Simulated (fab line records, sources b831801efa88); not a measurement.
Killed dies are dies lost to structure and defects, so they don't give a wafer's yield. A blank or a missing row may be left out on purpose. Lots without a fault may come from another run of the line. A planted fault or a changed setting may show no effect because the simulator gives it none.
Chamber matching | flow gf180mcu | GF_V5_CMP_26 on cmp-01: 4 sister chambers
The step polishes, stops on SiO2, t overpolish 15 s, target thk 0 nm. 20 wafers are shown with their chamber, then 10 later ones without.

WAFERS WITH THEIR CHAMBER
wafer  | chamber | motor_current_A (A) | time_to_endpoint_s (s) | slurry_filter_dp_kPa (kPa)
L075.3 | 0       | 11.9                | 82                     | 13.62
L075.5 | 0       | 11.4                | 84                     | 13.47
L075.6 | 1       | 9.3                 | 91                     | 13.49
L077.1 | 2       | 11.3                | 83                     | 13.56
L077.3 | 1       | 8.8                 | 87                     | 13.31
L077.4 | 3       | 12.1                | 84                     | 13.50
L078.3 | 1       | 9.1                 | 91                     | 13.31
L078.4 | 2       | 11.0                | 81                     | 13.52
L078.5 | 0       | 11.4                | 80                     | 13.53
L084.1 | 0       | 12.3                | 87                     | 13.56
L084.2 | 2       | 10.9                | 85                     | 13.53
L084.6 | 2       | 12.0                | 82                     | 13.52
L086.1 | 0       | 12.2                | 81                     | 13.71
L086.2 | 3       | 11.9                | 81                     | 13.38
L086.3 | 1       | 8.9                 | 88                     | 13.75
L089.2 | 3       | 11.9                | 80                     | 13.54
L089.4 | 1       | 8.8                 | 85                     | 13.48
L089.5 | 2       | 11.1                | 79                     | 13.37
L090.1 | 0       | 11.7                | 76                     | 13.59
L090.2 | 3       | 12.0                | 78                     | 13.57

SIGNATURES (means of the wafers above)
reading              | chamber 0 | chamber 1 | chamber 2 | chamber 3 | scatter within a chamber
motor_current_A      | 11.817    | 8.980     | 11.260    | 11.975    | 0.329
time_to_endpoint_s   | 81.67     | 88.40     | 82.00     | 80.75     | 2.91
slurry_filter_dp_kPa | 13.5800   | 13.4680   | 13.5000   | 13.4975   | 0.114
Rule: a wafer's distance from a chamber is the root of the sum, over the readings, of the square of ((its reading less the chamber's mean) divided by the reading's scatter). The wafer belongs to the nearest chamber; if the next one is less than 2 further off, it can't be placed. The scatter: the root of (the sum of the squares of (reading less its chamber's mean) over the shown wafers, divided by (wafers less chambers)).

WAFERS WITHOUT THEIR CHAMBER
wafer  | motor_current_A (A) | time_to_endpoint_s (s) | slurry_filter_dp_kPa (kPa)
L090.5 | 11.6                | 76                     | 13.37
L093.3 | 11.7                | 83                     | 13.56
L093.4 | 12.0                | 82                     | 13.34
L093.5 | 11.9                | 81                     | 13.38
L094.3 | 12.1                | 78                     | 13.38
L094.5 | 8.9                 | 86                     | 13.64
L094.6 | 11.8                | 77                     | 13.65
L097.3 | 11.6                | 82                     | 13.66
L097.4 | 12.0                | 78                     | 13.73
L097.6 | 11.9                | 77                     | 13.49

WHICH CHAMBER EACH WENT THROUGH
wafer  | from the rows above          | in truth
L090.5 | can't be placed: 3 or 2 or 0 | 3
L093.3 | can't be placed: 0 or 3 or 2 | 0
L093.4 | can't be placed: 3 or 0 or 2 | 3
L093.5 | can't be placed: 3 or 0 or 2 | 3
L094.3 | can't be placed: 3 or 0 or 2 | 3
L094.5 | 1                            | 1
L094.6 | can't be placed: 0 or 3 or 2 | 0
L097.3 | can't be placed: 0 or 2 or 3 | 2
L097.4 | can't be placed: 0 or 3 or 2 | 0
L097.6 | can't be placed: 3 or 0 or 2 | 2
Placed correctly: 1 of 10. Can't be placed from these rows: 9 (the true chamber is among the candidates in 9). Placed wrongly: 0.
